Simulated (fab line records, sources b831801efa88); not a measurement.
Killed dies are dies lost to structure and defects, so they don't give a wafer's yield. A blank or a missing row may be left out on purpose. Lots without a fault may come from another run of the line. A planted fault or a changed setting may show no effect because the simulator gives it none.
Which tool did it? | flow sky130 | 13 lots, 39 wafers sampled, at 6 steps of a route of 708

WHAT THE GAUGES READ, wafer by wafer
SKY_NWELL_THK_MEAS_02.
lot  | measured    | on            | NWELL_OXIDATION_THK (nm)
L802 | day 2 11:49 | film_metro-02 | 10.02 10.16 10.08
L803 | day 2 18:55 | film_metro-04 | 10.13 10.15 10.11
L804 | day 2 23:16 | film_metro-03 | 10.12 10.12 10.18
L805 | day 3 05:47 | film_metro-04 | 10.19 9.97 10.12
L806 | day 3 10:31 | film_metro-04 | 10.19 10.40 10.20
L808 | day 3 22:41 | film_metro-04 | 9.82 9.73 9.92
L818 | day 6 03:05 | film_metro-02 | 9.89 10.22 10.11
L819 | day 6 04:28 | film_metro-02 | 10.11 10.18 10.15
L820 | day 6 10:53 | film_metro-02 | 10.17 9.73 9.99
L822 | day 6 20:46 | film_metro-02 | 9.74 9.83 9.88
L823 | day 7 03:46 | film_metro-04 | 9.89 9.93 9.65
L824 | day 7 13:47 | film_metro-03 | 9.84 9.87 9.95
L825 | day 7 19:24 | film_metro-02 | 9.88 9.83 9.93

SKY_NWELL_TW_MEAS_15.
lot  | measured     | on            | NWELL_TW
L802 | day 4 11:22  | film_metro-03 | 1806 1816 1805
L803 | day 4 18:52  | film_metro-02 | 1824 1825 1823
L804 | day 5 01:17  | film_metro-02 | 1819 1808 1804
L805 | day 5 07:34  | film_metro-04 | 1816 1816 1819
L806 | day 5 11:53  | film_metro-03 | 1797 1795 1809
L808 | day 6 03:43  | film_metro-04 | 30 30 30
L818 | day 8 15:13  | film_metro-03 | 1796 1796 1804
L819 | day 8 15:46  | film_metro-02 | 1812 1821 1822
L820 | day 8 22:19  | film_metro-04 | 1809 1811 1792
L822 | day 9 09:44  | film_metro-02 | 1828 1828 1814
L823 | day 9 18:33  | film_metro-03 | 1799 1805 1811
L824 | day 10 05:06 | film_metro-02 | 1830 1823 1822
L825 | day 10 12:44 | film_metro-02 | 1829 1818 1825

SKY_GATE_OXIDE_TW_MEAS_14.
lot  | measured     | on            | GATE_OXIDE_TW
L802 | day 13 13:28 | film_metro-02 | 222.9 223.1 223.4
L803 | day 14 06:52 | film_metro-04 | 225.4 223.8 225.1
L804 | day 14 12:44 | film_metro-02 | 224.3 224.7 224.4
L805 | day 14 21:11 | film_metro-04 | 225.2 224.2 224.2
L806 | day 15 01:54 | film_metro-02 | 225.7 224.3 224.9
L808 | day 16 07:04 | film_metro-03 | 223.0 222.2 221.2
L818 | day 19 18:22 | film_metro-04 | 224.2 225.1 224.8
L819 | day 19 18:38 | film_metro-03 | 223.6 223.4 223.5
L820 | day 20 06:34 | film_metro-03 | 221.2 220.4 223.2
L822 | day 20 20:08 | film_metro-04 | 223.5 225.5 224.2
L823 | day 21 08:07 | film_metro-02 | 224.0 224.2 223.5
L824 | day 21 21:37 | film_metro-02 | 223.4 224.3 223.3
L825 | day 22 06:11 | film_metro-03 | 221.8 221.8 221.1

SKY_POLY_CUT_OVL_MEAS_09.
lot  | measured     | on         | POLY_CUT_OVL (nm)
L802 | day 24 01:12 | overlay-01 | -6 1 -4
L803 | day 24 14:24 | overlay-02 | -5 4 2
L804 | day 24 22:25 | overlay-02 | 0 -8 -3
L805 | day 25 10:31 | overlay-01 | -2 1 -5
L806 | day 25 17:56 | overlay-02 | -11 -5 -12
L808 | day 26 17:11 | overlay-02 | 1 1 -2
L818 | day 30 02:33 | overlay-01 | 4 -3 2
L819 | day 30 04:14 | overlay-02 | -2 -8 1
L820 | day 30 16:17 | overlay-02 | -4 -5 -3
L822 | day 31 06:47 | overlay-01 | -2 6 5
L823 | day 31 16:08 | overlay-01 | -11 -12 -7
L824 | day 32 04:02 | overlay-02 | -1 2 3
L825 | day 32 11:25 | overlay-02 | 0 0 -13

WHICH TOOL RAN EACH LOT (tool, then ch and the chambers of the sampled wafers, then the start)
lot  | SKY_PWDE_STRIP_09                   | SKY_NWELL_STRIP_14
L802 | plasma_asher-03 ch 0,1, day 3 19:13 | plasma_asher-01 ch 0,1, day 4 11:16
L803 | plasma_asher-03 ch 0,1, day 4 01:56 | plasma_asher-04 ch 0,1, day 4 18:45
L804 | plasma_asher-04 ch 0,1, day 4 07:48 | plasma_asher-04 ch 0,1, day 5 01:12
L805 | plasma_asher-04 ch 0,1, day 4 13:45 | plasma_asher-01 ch 0,1, day 5 07:29
L806 | plasma_asher-03 ch 0,1, day 4 18:09 | plasma_asher-03 ch 0,1, day 5 11:48
L808 | plasma_asher-03 ch 0,1, day 5 08:28 | plasma_asher-03 ch 0,1, day 6 03:37
L818 | plasma_asher-03 ch 0,1, day 7 17:32 | plasma_asher-01 ch 0,1, day 8 15:06
L819 | plasma_asher-02 ch 0,1, day 7 18:25 | plasma_asher-04 ch 0,1, day 8 15:40
L820 | plasma_asher-02 ch 0,1, day 8 01:01 | plasma_asher-04 ch 0,1, day 8 22:13
L822 | plasma_asher-02 ch 0,1, day 8 11:58 | plasma_asher-03 ch 0,1, day 9 09:39
L823 | plasma_asher-04 ch 0,1, day 8 20:19 | plasma_asher-04 ch 0,1, day 9 18:27
L824 | plasma_asher-04 ch 1, day 9 06:28   | plasma_asher-03 ch 0,1, day 10 05:00
L825 | plasma_asher-03 ch 0,1, day 9 13:34 | plasma_asher-04 ch 0,1, day 10 12:37
- SKY_PWDE_STRIP_09: strips in O2/N2.
- SKY_NWELL_STRIP_14: strips in O2/N2.

WHAT THE TOOLS THEMSELVES READ (means of the sampled wafers that have a number; where no wafer has one, the mark that the record gives instead)
SKY_PWDE_STRIP_09.
lot  | tool            | chamber_pressure_mTorr (mTorr) | drypump_motor_current_A (A) | oes_product_au (a.u.) | strip_time_to_endpoint_s (s)
L802 | plasma_asher-03 | 1499.7                         | 6.6                         | 0.723                 | 36.92
L803 | plasma_asher-03 | 1499.8                         | 6.6                         | 0.723                 | 36.82
L804 | plasma_asher-04 | 1499.9                         | 5.3                         | 0.718                 | 36.75
L805 | plasma_asher-04 | 1499.0                         | 5.3                         | 0.723                 | 36.88
L806 | plasma_asher-03 | 1499.0                         | 6.6                         | 0.725                 | 37.01
L808 | plasma_asher-03 | 1500.1                         | 6.6                         | 0.934                 | -
L818 | plasma_asher-03 | 1499.5                         | 6.6                         | 0.726                 | 36.81
L819 | plasma_asher-02 | 1501.1                         | 5.0                         | 0.719                 | 36.77
L820 | plasma_asher-02 | 1501.5                         | 4.9                         | 0.723                 | 36.89
L822 | plasma_asher-02 | 1499.4                         | 4.9                         | 0.726                 | 36.90
L823 | plasma_asher-04 | 1501.1                         | 5.8                         | 0.726                 | 36.91
L824 | plasma_asher-04 | 1500.4                         | 4.7                         | 0.720                 | 36.86
L825 | plasma_asher-03 | 1498.5                         | 6.6                         | 0.721                 | 36.95

SKY_NWELL_STRIP_14.
lot  | tool            | chamber_pressure_mTorr (mTorr) | drypump_motor_current_A (A) | oes_product_au (a.u.) | strip_time_to_endpoint_s (s)
L802 | plasma_asher-01 | 1499.8                         | 6.4                         | 0.724                 | 36.67
L803 | plasma_asher-04 | 1500.0                         | 5.8                         | 0.724                 | 36.92
L804 | plasma_asher-04 | 1498.7                         | 5.8                         | 0.720                 | 36.99
L805 | plasma_asher-01 | 1500.5                         | 6.4                         | 0.720                 | 36.66
L806 | plasma_asher-03 | 1500.8                         | 6.6                         | 0.728                 | 36.85
L808 | plasma_asher-03 | 1499.4                         | 6.6                         | 0.727                 | 59.37
L818 | plasma_asher-01 | 1500.3                         | 6.4                         | 0.720                 | 36.84
L819 | plasma_asher-04 | 1498.5                         | 5.8                         | 0.722                 | 36.86
L820 | plasma_asher-04 | 1499.2                         | 5.3                         | 0.723                 | 37.04
L822 | plasma_asher-03 | 1500.3                         | 6.6                         | 0.725                 | 36.93
L823 | plasma_asher-04 | 1500.8                         | 5.8                         | 0.722                 | 36.74
L824 | plasma_asher-03 | 1501.1                         | 6.6                         | 0.724                 | 36.94
L825 | plasma_asher-04 | 1499.5                         | 5.8                         | 0.727                 | 36.87

THE ANSWER, worked out from the rows above alone
Rule: what is usual is taken from the lots themselves. Put in order of their means at a reading, lots are off if they are a third of the lots or fewer, leave a main group of 4 or more, and stand apart from it by a gap of 3 or more times the standard deviation of the main group's means; of several such gaps the widest counts. A main group whose means are all the same, to the digits that the tables above print for the reading, isn't used. A lot without any number at a reading at which 4 lots or more have one is off too. The other lots that the step has rows for count as sound. The gauges are gone through in route order, then the tools' own readings, and for those a lot's mean is taken as printed above. The first step at which some lot is off is used, and at that step the reading that is off furthest; a lot without a number counts as furthest.
Off: L808, at SKY_NWELL_TW_MEAS_15 (NWELL_TW). The main group: mean 1813, standard deviation 9.4.
A tool fits if, at a process step before that reading, it ran every lot that is off, and no sound lot after the first of them. The gauges at SKY_NWELL_TW_MEAS_15 aren't tried: what is off there is off at SKY_PWDE_STRIP_09 too, on other tools, and a gauge's error can't cause that. None of those tried fits.

WHAT THE SIMULATOR HAD PUT IN
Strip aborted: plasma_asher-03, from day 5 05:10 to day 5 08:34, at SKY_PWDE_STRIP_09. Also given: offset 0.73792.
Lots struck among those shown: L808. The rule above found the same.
